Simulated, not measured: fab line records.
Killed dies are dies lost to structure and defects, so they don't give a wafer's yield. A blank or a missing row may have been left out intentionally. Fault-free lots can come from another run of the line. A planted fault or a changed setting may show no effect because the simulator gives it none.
Matching of chambers -- flow sky130 -- SKY_VIA2_CMP_02 on cmp-02: 4 sister chambers
The step polishes SiO2. 4 wafers are shown with their chamber, then 8 later ones without.

## WAFERS, EACH WITH ITS CHAMBER
wafer,chamber,motorCurrentA (A)
L409.4,0,13.9
L413.2,1,13.2
L413.5,3,11.8
L415.1,2,10.2

## WAFERS WITH NO CHAMBER GIVEN
wafer,motorCurrentA (A)
L415.2,12.7
L415.6,10.0
L425.1,12.5
L425.3,10.4
L425.6,14.5
L426.2,12.9
L426.3,12.0
L426.4,14.3

## THE CHAMBER EACH PASSED THROUGH
wafer,from the rows above,in truth
L415.2,can't be placed: 1 or 3 or 0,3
L415.6,2,2
L425.1,can't be placed: 1 or 3 or 0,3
L425.3,2,2
L425.6,can't be placed: 0 or 1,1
L426.2,can't be placed: 1 or 0 or 3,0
L426.3,3,3
L426.4,can't be placed: 0 or 1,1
Placed correctly: 3 of 8. Can't be placed from these rows: 5 (the true chamber is among the candidates in 5). Placed wrongly: 0.
How it was worked out, from the rows above alone: a wafer's distance from a chamber is the root of the sum, over the readings, of the square of ((its reading less the chamber's mean) divided by the reading's scatter). If the next closest chamber is less than 2 further off than the closest, the wafer can't be placed; otherwise it belongs to the closest. Each chamber's mean is taken over the wafers shown for it. The scatter (one wafer shown for each chamber): square how far every hidden wafer sits from the nearest shown wafer, average those squares and take the square root.
